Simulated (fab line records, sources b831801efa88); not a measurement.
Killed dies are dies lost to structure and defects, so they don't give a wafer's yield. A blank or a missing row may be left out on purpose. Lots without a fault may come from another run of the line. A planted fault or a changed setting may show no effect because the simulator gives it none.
A sampling plan put to the test | flow sky130 | one fab line, 52 faults that these records tell of, each judged on the records of the lots that it struck
The plan is the line's own looks: the steps of the route at which a gauge or an inspection reads the wafer and doesn't change it. A look can be judged if struck wafers have a number there and the file gives its usual mean and standard deviation on fault-free wafers. Caught: at a look after the fault's first step, the mean of the struck wafers lies 4 or more of those standard deviations (sigma) from the usual mean. On the tool: the same test on the tool's own readings at the fault's steps. Another recipe on the struck wafers, or a record that is blank for them alone, also counts as caught.

THE FAULTS, as the simulator had put them in
1. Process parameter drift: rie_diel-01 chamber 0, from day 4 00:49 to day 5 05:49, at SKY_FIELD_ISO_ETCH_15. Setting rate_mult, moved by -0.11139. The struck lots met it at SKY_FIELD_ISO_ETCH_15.
2. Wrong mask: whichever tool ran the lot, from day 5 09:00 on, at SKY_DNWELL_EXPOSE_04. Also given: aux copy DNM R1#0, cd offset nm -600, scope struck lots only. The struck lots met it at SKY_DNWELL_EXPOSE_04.
3. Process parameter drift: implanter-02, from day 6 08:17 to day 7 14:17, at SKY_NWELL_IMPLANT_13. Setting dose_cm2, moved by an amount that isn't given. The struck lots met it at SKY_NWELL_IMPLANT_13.
4. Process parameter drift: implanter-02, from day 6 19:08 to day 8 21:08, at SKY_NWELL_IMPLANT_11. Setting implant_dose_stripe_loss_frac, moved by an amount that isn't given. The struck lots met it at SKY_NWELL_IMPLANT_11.
5. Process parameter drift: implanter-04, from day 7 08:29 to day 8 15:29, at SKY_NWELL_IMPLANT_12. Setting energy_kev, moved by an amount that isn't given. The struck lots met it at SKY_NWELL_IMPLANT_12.
6. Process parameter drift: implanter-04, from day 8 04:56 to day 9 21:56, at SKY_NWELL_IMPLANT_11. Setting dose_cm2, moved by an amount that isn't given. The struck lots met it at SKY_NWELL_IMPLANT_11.
7. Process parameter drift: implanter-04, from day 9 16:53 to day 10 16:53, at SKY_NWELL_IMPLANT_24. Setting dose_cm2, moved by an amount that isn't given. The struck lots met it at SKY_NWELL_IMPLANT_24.
8. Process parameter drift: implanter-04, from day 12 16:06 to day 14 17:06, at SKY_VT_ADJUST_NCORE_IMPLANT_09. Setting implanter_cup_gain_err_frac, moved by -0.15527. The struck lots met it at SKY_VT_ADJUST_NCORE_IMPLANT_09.
9. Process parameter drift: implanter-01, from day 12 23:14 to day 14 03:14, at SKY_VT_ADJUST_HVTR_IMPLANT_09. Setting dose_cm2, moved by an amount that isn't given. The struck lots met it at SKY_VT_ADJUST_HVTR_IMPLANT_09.
10. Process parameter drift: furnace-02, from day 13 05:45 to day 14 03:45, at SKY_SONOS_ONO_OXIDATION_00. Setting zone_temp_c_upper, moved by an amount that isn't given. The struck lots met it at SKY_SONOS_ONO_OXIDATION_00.
11. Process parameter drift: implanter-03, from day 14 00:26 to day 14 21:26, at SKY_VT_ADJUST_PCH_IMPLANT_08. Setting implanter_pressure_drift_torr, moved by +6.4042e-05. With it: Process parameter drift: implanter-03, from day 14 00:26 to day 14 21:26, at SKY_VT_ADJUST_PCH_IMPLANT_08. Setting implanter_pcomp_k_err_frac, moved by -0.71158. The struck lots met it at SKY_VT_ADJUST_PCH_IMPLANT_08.
12. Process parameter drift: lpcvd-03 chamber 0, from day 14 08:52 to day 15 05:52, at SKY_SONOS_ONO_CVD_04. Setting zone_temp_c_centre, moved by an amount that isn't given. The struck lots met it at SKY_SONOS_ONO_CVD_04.
13. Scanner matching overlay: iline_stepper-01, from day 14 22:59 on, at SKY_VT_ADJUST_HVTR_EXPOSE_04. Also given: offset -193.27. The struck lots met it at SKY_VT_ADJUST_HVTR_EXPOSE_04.
14. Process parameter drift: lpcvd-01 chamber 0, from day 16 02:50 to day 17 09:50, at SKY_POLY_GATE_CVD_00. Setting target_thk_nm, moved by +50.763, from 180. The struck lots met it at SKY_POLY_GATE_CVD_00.
15. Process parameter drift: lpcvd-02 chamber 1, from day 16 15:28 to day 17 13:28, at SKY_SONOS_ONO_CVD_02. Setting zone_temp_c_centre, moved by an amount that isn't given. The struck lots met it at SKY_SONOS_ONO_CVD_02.
16. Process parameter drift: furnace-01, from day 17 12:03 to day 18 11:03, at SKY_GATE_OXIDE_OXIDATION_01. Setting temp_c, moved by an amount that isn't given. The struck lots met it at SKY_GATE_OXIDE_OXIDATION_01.
17. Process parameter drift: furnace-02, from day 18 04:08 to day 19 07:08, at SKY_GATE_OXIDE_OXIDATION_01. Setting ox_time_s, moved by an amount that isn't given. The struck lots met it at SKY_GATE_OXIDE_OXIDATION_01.
18. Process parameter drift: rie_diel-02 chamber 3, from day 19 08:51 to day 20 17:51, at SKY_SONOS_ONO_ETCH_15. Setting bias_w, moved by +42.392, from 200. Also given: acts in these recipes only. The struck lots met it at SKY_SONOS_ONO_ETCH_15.
19. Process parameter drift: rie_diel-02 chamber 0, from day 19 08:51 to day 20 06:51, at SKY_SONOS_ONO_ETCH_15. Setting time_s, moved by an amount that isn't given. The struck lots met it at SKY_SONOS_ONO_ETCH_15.
20. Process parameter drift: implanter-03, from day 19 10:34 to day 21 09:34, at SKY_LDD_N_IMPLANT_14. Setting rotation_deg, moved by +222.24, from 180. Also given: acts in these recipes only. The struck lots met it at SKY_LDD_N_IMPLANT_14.
21. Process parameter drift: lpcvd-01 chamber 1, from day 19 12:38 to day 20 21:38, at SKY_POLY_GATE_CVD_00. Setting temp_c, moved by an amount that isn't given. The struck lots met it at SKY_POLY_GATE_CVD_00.
22. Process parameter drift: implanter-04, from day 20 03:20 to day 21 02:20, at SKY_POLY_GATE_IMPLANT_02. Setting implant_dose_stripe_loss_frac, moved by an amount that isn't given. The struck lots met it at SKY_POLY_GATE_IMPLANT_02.
23. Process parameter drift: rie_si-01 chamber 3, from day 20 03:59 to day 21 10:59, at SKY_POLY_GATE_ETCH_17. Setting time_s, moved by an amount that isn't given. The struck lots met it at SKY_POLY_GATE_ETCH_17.
24. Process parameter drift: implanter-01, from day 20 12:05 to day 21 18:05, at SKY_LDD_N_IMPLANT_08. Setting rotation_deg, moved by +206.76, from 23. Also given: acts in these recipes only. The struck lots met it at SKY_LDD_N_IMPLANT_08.
25. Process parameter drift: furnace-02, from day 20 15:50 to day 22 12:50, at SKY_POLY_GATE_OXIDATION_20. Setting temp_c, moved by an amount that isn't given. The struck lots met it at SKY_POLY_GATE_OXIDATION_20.
26. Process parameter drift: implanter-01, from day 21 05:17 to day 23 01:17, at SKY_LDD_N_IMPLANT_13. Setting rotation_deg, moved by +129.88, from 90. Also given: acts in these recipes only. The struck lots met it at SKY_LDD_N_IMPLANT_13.
27. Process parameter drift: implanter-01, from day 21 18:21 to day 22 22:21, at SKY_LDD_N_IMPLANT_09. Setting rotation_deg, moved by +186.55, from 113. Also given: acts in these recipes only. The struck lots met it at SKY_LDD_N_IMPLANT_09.
28. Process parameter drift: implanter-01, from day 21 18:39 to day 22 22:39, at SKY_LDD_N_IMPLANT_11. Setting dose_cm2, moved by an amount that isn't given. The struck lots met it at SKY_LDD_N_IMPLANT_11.
29. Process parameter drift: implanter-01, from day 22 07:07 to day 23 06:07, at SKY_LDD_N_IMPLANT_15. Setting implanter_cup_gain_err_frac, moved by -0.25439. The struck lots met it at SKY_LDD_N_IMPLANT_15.
30. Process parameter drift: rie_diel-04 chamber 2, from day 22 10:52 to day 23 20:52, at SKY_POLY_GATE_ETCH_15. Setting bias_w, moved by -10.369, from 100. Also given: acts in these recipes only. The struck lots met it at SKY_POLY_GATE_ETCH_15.
31. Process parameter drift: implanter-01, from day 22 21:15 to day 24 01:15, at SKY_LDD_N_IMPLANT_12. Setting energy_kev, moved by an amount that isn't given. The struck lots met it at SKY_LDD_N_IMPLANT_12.
32. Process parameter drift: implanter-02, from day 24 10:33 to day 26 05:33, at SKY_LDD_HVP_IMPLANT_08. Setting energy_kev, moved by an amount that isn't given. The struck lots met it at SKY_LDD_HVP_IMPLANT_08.
33. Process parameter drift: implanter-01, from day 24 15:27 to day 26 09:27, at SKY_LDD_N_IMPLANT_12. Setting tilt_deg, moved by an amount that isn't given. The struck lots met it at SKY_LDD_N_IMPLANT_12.
34. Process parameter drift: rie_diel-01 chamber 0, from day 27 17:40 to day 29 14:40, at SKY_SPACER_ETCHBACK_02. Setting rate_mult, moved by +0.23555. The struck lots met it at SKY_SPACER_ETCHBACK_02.
35. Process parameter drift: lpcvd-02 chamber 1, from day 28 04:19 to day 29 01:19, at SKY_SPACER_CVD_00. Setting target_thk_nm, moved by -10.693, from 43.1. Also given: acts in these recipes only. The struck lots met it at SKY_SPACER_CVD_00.
36. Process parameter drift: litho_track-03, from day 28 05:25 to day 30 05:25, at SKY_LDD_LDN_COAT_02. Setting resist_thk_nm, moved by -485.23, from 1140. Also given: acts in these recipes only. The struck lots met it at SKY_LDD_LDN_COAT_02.
37. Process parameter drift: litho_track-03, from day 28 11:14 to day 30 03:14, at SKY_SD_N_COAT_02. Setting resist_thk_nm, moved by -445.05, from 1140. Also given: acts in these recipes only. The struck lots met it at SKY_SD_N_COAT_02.
38. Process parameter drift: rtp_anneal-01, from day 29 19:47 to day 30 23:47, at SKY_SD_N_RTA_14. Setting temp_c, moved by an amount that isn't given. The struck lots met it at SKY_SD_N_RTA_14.
39. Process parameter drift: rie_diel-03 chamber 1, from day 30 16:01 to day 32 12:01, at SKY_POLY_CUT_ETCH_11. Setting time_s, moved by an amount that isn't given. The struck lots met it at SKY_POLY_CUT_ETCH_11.
40. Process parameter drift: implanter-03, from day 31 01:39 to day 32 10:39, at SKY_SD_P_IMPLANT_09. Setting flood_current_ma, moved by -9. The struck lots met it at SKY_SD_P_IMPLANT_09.
41. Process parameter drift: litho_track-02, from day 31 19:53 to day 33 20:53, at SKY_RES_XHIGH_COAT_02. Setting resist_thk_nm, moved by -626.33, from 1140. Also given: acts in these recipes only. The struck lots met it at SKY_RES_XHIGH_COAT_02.
42. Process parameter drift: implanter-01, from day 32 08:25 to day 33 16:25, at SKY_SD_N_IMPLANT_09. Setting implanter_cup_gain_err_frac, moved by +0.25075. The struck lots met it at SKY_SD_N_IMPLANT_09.
43. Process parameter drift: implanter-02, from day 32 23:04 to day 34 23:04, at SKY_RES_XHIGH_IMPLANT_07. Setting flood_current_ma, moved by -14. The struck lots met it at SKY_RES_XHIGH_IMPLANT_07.
44. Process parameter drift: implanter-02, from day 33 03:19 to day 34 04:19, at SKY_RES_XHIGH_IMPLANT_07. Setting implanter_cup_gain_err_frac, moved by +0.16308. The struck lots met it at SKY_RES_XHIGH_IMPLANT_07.
45. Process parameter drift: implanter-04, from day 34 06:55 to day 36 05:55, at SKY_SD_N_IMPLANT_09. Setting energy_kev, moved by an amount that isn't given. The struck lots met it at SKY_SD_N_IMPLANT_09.
46. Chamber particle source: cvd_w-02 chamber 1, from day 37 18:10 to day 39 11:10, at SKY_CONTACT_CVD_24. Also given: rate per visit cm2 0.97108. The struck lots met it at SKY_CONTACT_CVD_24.
47. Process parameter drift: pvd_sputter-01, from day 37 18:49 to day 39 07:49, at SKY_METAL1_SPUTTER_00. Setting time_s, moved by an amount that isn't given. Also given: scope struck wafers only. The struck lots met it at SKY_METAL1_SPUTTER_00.
48. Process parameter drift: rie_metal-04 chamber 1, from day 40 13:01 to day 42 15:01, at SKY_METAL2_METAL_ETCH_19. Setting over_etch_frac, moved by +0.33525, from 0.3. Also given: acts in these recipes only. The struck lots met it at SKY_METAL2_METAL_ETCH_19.
49. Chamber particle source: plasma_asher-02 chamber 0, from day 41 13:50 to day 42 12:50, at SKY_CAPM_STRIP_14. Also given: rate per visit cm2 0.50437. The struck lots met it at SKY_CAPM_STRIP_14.
50. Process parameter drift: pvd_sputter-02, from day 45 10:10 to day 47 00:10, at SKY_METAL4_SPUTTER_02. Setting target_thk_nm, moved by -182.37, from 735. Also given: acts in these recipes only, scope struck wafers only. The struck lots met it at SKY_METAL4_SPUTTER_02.
51. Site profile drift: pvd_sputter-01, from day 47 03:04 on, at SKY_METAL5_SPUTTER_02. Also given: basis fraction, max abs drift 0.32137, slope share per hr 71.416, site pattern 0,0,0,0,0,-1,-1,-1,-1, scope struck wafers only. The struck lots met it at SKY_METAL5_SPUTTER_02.
52. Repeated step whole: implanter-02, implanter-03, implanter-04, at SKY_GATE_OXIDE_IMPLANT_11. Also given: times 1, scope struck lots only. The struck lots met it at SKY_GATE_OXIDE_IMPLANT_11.

WHAT THE PLAN SAW
fault | on the tool itself                            | first look that catches it                      | reading, sigma                                        | median hours from its first step to that look | hours from the fault's start to the first struck lot there | judged looks passed uncaught
1     | under 2 sigma                                 | none of the 2 looks that can be judged after it | -                                                     | -                                             | -                                                          | 2
2     | no reading that can be judged                 | no look after it can be judged                  | -                                                     | -                                             | -                                                          | 0
3     | dose_ions_cm2 -99 or beyond sigma             | SKY_NWELL_RS_MEAS_29                            | NWELL_RS +4.5                                         | 20.0                                          | 22                                                         | 0
4     | under 2 sigma                                 | SKY_NWELL_RS_MEAS_29                            | NWELL_RS +17                                          | 20.7                                          | 29                                                         | 0
5     | beam_energy_keV +99 or beyond sigma           | no look after it can be judged                  | -                                                     | -                                             | -                                                          | 0
6     | dose_ions_cm2 -52 sigma                       | SKY_NWELL_RS_MEAS_29                            | NWELL_RS +11                                          | 23.9                                          | 29                                                         | 0
7     | dose_ions_cm2 -16 sigma                       | no look after it can be judged                  | -                                                     | -                                             | -                                                          | 0
8     | beam_on_s +9.8 sigma                          | SKY_VT_ADJUST_NCORE_TW_MEAS_11                  | VT_ADJUST_NCORE_TW +7.8                               | 0.2                                           | 6                                                          | 0
9     | dose_ions_cm2 -99 or beyond sigma             | SKY_VT_ADJUST_HVTR_TW_MEAS_11                   | VT_ADJUST_HVTR_TW -8.4                                | 0.2                                           | 6                                                          | 0
10    | spike_tc_upper_C +21 sigma                    | SKY_SONOS_ONO_THK_MEAS_01                       | SONOS_ONO_OXIDATION_THK +4.2                          | 1.4                                           | 6                                                          | 0
11    | end_station_pressure_torr +99 or beyond sigma | no look after it can be judged                  | -                                                     | -                                             | -                                                          | 0
12    | zone_power_centre_pct +27 sigma               | none of the 6 looks that can be judged after it | -                                                     | -                                             | -                                                          | 6
13    | under 2 sigma                                 | SKY_VT_ADJUST_HVTR_OVL_MEAS_08                  | VT_ADJUST_HVTR_OVL -99 or beyond                      | 13.6                                          | 16                                                         | 0
14    | under 2 sigma                                 | SKY_POLY_GATE_THK_MEAS_01                       | POLY_GATE_CVD_00_THK +45                              | 1.5                                           | 5                                                          | 0
15    | zone_power_upper_pct -12 sigma                | SKY_SONOS_ONO_THK_MEAS_03                       | SONOS_ONO_CVD_02_THK +5.4                             | 1.1                                           | 5                                                          | 0
16    | tube_center_temp_C -86 sigma                  | SKY_GATE_OXIDE_THK_MEAS_02                      | GATE_OXIDE_OXIDATION_00_THK -4.1                      | 1.4                                           | 9                                                          | 0
17    | no reading that can be judged                 | SKY_GATE_OXIDE_THK_MEAS_02                      | GATE_OXIDE_OXIDATION_00_THK -4.8                      | 1.4                                           | 20                                                         | 0
18    | bias_w +74 sigma                              | no look after it can be judged                  | -                                                     | -                                             | -                                                          | 0
19    | under 2 sigma                                 | none of the 4 looks that can be judged after it | -                                                     | -                                             | -                                                          | 4
20    | rotation_deg +99 or beyond sigma              | no look after it can be judged                  | -                                                     | -                                             | -                                                          | 0
21    | susceptor_temp_C +42 sigma                    | SKY_POLY_GATE_THK_MEAS_01                       | POLY_GATE_CVD_00_THK +50                              | 1.2                                           | 6                                                          | 0
22    | under 2 sigma                                 | no look after it can be judged                  | -                                                     | -                                             | -                                                          | 0
23    | run_length_s +10 sigma                        | no look after it can be judged                  | -                                                     | -                                             | -                                                          | 0
24    | rotation_deg +99 or beyond sigma              | no look after it can be judged                  | -                                                     | -                                             | -                                                          | 0
25    | tube_center_temp_C +99 or beyond sigma        | SKY_POLY_GATE_THK_MEAS_21                       | POLY_GATE_OXIDATION_THK +13                           | 1.3                                           | 8                                                          | 0
26    | rotation_deg +99 or beyond sigma              | no look after it can be judged                  | -                                                     | -                                             | -                                                          | 0
27    | rotation_deg +99 or beyond sigma              | no look after it can be judged                  | -                                                     | -                                             | -                                                          | 0
28    | dose_ions_cm2 -99 or beyond sigma             | no look after it can be judged                  | -                                                     | -                                             | -                                                          | 0
29    | beam_on_s +18 sigma                           | no look after it can be judged                  | -                                                     | -                                             | -                                                          | 0
30    | bias_w -37 sigma                              | no look after it can be judged                  | -                                                     | -                                             | -                                                          | 0
31    | beam_energy_keV -99 or beyond sigma           | no look after it can be judged                  | -                                                     | -                                             | -                                                          | 0
32    | beam_energy_keV -99 or beyond sigma           | not the one look that can be judged after it    | strongest: LDD_HVP_TW at SKY_LDD_HVP_TW_MEAS_10, -2.9 | -                                             | -                                                          | 1
33    | tilt_deg -99 or beyond sigma                  | no look after it can be judged                  | -                                                     | -                                             | -                                                          | 0
34    | under 2 sigma                                 | none of the 2 looks that can be judged after it | -                                                     | -                                             | -                                                          | 2
35    | under 2 sigma                                 | SKY_SPACER_THK_MEAS_01                          | SPACER_CVD_00_THK -27                                 | 1.2                                           | 6                                                          | 0
36    | no reading that can be judged                 | no look after it can be judged                  | -                                                     | -                                             | -                                                          | 0
37    | under 2 sigma                                 | SKY_SD_N_CD_MEAS_07                             | cd_nm +23                                             | 14.8                                          | 22                                                         | 0
38    | wafer_temp_C_max +4.3 sigma                   | SKY_SD_N_RS_MEAS_16                             | SD_N_RS -8.4                                          | 0.2                                           | 10                                                         | 0
39    | run_length_s +25 sigma                        | no look after it can be judged                  | -                                                     | -                                             | -                                                          | 0
40    | under 2 sigma                                 | none of the 6 looks that can be judged after it | -                                                     | -                                             | -                                                          | 6
41    | under 2 sigma                                 | no look after it can be judged                  | -                                                     | -                                             | -                                                          | 0
42    | only faintly: faraday_current_uA +3.1 sigma   | SKY_SD_N_RS_MEAS_16                             | SD_N_RS +19                                           | 0.7                                           | 18                                                         | 0
43    | under 2 sigma                                 | none of the 9 looks that can be judged after it | -                                                     | -                                             | -                                                          | 9
44    | only faintly: faraday_current_uA +3.2 sigma   | SKY_SD_N_RS_MEAS_18                             | RES_XHIGH_RS +31                                      | 27.6                                          | 30                                                         | 1
45    | beam_energy_keV -99 or beyond sigma           | SKY_SD_N_TW_MEAS_12                             | SD_N_TW -4.9                                          | 0.4                                           | 3                                                          | 0
46    | under 2 sigma                                 | no look after it can be judged                  | -                                                     | -                                             | -                                                          | 0
47    | under 2 sigma                                 | no look after it can be judged                  | -                                                     | -                                             | -                                                          | 0
48    | oes_product_au -8.8 sigma                     | no look after it can be judged                  | -                                                     | -                                             | -                                                          | 0
49    | under 2 sigma                                 | not the one look that can be judged after it    | -                                                     | -                                             | -                                                          | 1
50    | under 2 sigma                                 | none of the 3 looks that can be judged after it | -                                                     | -                                             | -                                                          | 3
51    | under 2 sigma                                 | SKY_METAL5_RS_MEAS_05                           | METAL5_ALCU_RS +16                                    | 0.2                                           | 15                                                         | 0
52    | no reading that can be judged                 | SKY_GATE_OXIDE_TW_MEAS_14                       | GATE_OXIDE_TW +20                                     | 0.7                                           | -                                                          | 0
A dash: the fault isn't caught, or these records don't give the number.

Caught at a look: 21 of 52. Caught on the tool: 29 of 52. By one or the other: 39 of 52.
Caught on the tool alone: faults 5, 7, 11, 12, 18, 20, 23, 24, 26, 27, 28, 29, 30, 31, 32, 33, 39, 48.
Caught at a look alone: faults 4, 13, 14, 17, 35, 37, 42, 44, 51, 52.
Caught by neither: faults 1, 2, 19, 22, 34, 36, 40, 41, 43, 46, 47, 49, 50.

THINNER SAMPLING
If the look that catches a fault measured only every second or every third lot, by lot number, the first struck lot would be measured this late in the worst case:
fault | struck lots at that look, in order of time | every lot | every second lot | every third lot
3     | L562, L564                                 | 22 h      | may miss all 2   | may miss all 2
4     | L631                                       | 29 h      | may miss it      | may miss it
6     | L554, L555                                 | 29 h      | 44 h             | may miss all 2
8     | L440, L445                                 | 6 h       | 44 h             | may miss all 2
9     | L682, L683, L684                           | 6 h       | 13 h             | 19 h
10    | L533, L534, L535                           | 6 h       | 12 h             | 20 h
13    | L147, L148, L149                           | 16 h      | 24 h             | 31 h
14    | L810, L812                                 | 5 h       | may miss all 2   | may miss all 2
15    | L238, L240                                 | 5 h       | may miss all 2   | may miss all 2
16    | L551, L552                                 | 9 h       | 21 h             | may miss all 2
17    | L495, L494                                 | 20 h      | 25 h             | may miss all 2
21    | L155                                       | 6 h       | may miss it      | may miss it
25    | L153, L154, L155                           | 8 h       | 19 h             | 26 h
35    | L742, L743                                 | 6 h       | 16 h             | may miss all 2
37    | L685, L686, L689                           | 22 h      | 27 h             | may miss all 3
38    | L284                                       | 10 h      | may miss it      | may miss it
42    | L752, L753                                 | 18 h      | 28 h             | may miss all 2
44    | L420, L423                                 | 30 h      | 49 h             | may miss all 2
45    | L765, L766                                 | 3 h       | 14 h             | may miss all 2
51    | L612                                       | 15 h      | may miss it      | may miss it
Hours are from the fault's start to the first struck lot that is measured. The limit of 4 sigma was tested on all struck wafers together, so one lot alone may lie under it. Other struck lots may not be in these records.

THE LONGEST TIMED WAY FROM STEP TO LOOK
Fault 44: a median of 27.6 hours passes between SKY_RES_XHIGH_IMPLANT_07 and SKY_SD_N_RS_MEAS_18. The look between them that can be judged stayed within 4 sigma: SKY_RES_XHIGH_TW_MEAS_09.
